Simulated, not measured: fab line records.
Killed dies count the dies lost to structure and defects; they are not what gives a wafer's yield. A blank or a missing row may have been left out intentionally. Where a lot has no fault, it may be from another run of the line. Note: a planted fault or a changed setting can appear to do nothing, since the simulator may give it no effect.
The tool behind it: which one? | flow gf180mcu | Sampling: 6 lots, 18 wafers, 2 of 602 route steps

WHAT THE GAUGES SHOWED, per wafer
GF_M4_OVL_MEAS_15.
lot  | measured     | on         | M4_OVL (nm)
L678 | day 23 22:23 | overlay-01 | 5 5 -1
L681 | day 25 01:14 | overlay-02 | 12 12 9
L685 | day 26 12:12 | overlay-02 | 3 -6 1
L692 | day 28 20:10 | overlay-01 | -11 -7 -5
L696 | day 29 18:08 | overlay-02 | -6 -3 -1
L698 | day 30 03:44 | overlay-01 | 3 5 2

WHICH TOOL RAN EACH LOT (tool, then ch and the chambers of the sampled wafers, then the start)
lot  | GF_DUAL_GATE_CLEAN_01
L678 | wet bench-04 ch 2, day 7 23:17
L681 | wet bench-01 ch 3, day 8 21:14
L685 | wet bench-01 ch 1, day 10 02:37
L692 | wet bench-03 ch 2, day 12 03:20
L696 | wet bench-01 ch 2, day 13 05:37
L698 | wet bench-04 ch 1, day 13 16:54
- GF_DUAL_GATE_CLEAN_01: cleans in dHF, time 20 s.

THE ANSWER, worked out from the rows above alone
Rule: the lots themselves supply what counts as usual. The widest of any qualifying gaps counts: lots, ordered by their means at a reading, are off when they make up no more than a third of the lots, leave a main group of 4 or more, and stand apart from it by 3 or more times the standard deviation of that group's means. A main group whose means are all the same, to the digits that the tables above print for the reading, isn't used. Also off: a lot with no number at a reading for which 4 or more lots have one. The other lots that the step has rows for count as sound.
Across all readings shown, no lot is off: no conclusion can be drawn from this.

WHAT THE SIMULATOR PUT IN
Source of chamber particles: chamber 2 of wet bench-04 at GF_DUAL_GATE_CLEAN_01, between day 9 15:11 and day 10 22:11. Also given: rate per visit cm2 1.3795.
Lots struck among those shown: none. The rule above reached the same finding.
